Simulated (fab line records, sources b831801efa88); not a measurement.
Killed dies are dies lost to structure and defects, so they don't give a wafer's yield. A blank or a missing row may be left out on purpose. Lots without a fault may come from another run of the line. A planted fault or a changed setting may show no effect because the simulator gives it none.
Which tool did it? | flow gf180mcu | 7 lots, 21 wafers sampled, at 2 steps of a route of 602

WHAT THE GAUGES READ, wafer by wafer
GF_LVPWELL_OVL_MEAS_07.
lot  | measured    | on         | LVPWELL_OVL (nm)
L659 | day 4 00:14 | overlay-02 | -1.6 -0.2 0.3
L661 | day 4 20:58 | overlay-02 | -0.9 0.4 -1.2
L663 | day 5 11:23 | overlay-01 | 2.6 0.8 2.4
L671 | day 6 23:08 | overlay-02 | -0.9 0.4 0.1
L674 | day 7 17:49 | overlay-01 | -2.7 -0.5 -1.4
L678 | day 8 14:14 | overlay-02 | -2.0 -1.3 -1.9
L680 | day 9 04:11 | overlay-01 | 0.0 0.8 -0.6

WHICH TOOL RAN EACH LOT (tool, then ch and the chambers of the sampled wafers, then the start)
lot  | GF_STI_ETCH_13
L659 | rie_diel-01 ch 0,2,3, day 2 06:25
L661 | rie_diel-01 ch 0,1,3, day 2 16:54
L663 | rie_diel-01 ch 0,1,2, day 3 02:54
L671 | rie_diel-02 ch 1,2, day 4 21:22
L674 | rie_diel-03 ch 1,2,3, day 5 13:15
L678 | rie_diel-01 ch 0,2, day 6 08:03
L680 | rie_diel-03 ch 1,2,3, day 6 20:43
- GF_STI_ETCH_13: etches the open film in CHF3/O2, stops on Si, target depth 282.31 nm, time 112.9 s.

THE ANSWER, worked out from the rows above alone
Rule: what is usual is taken from the lots themselves. Put in order of their means at a reading, lots are off if they are a third of the lots or fewer, leave a main group of 4 or more, and stand apart from it by a gap of 3 or more times the standard deviation of the main group's means; of several such gaps the widest counts. A main group whose means are all the same, to the digits that the tables above print for the reading, isn't used. A lot without any number at a reading at which 4 lots or more have one is off too. The other lots that the step has rows for count as sound.
No lot is off at any reading shown: from this, nothing can be told.

WHAT THE SIMULATOR HAD PUT IN
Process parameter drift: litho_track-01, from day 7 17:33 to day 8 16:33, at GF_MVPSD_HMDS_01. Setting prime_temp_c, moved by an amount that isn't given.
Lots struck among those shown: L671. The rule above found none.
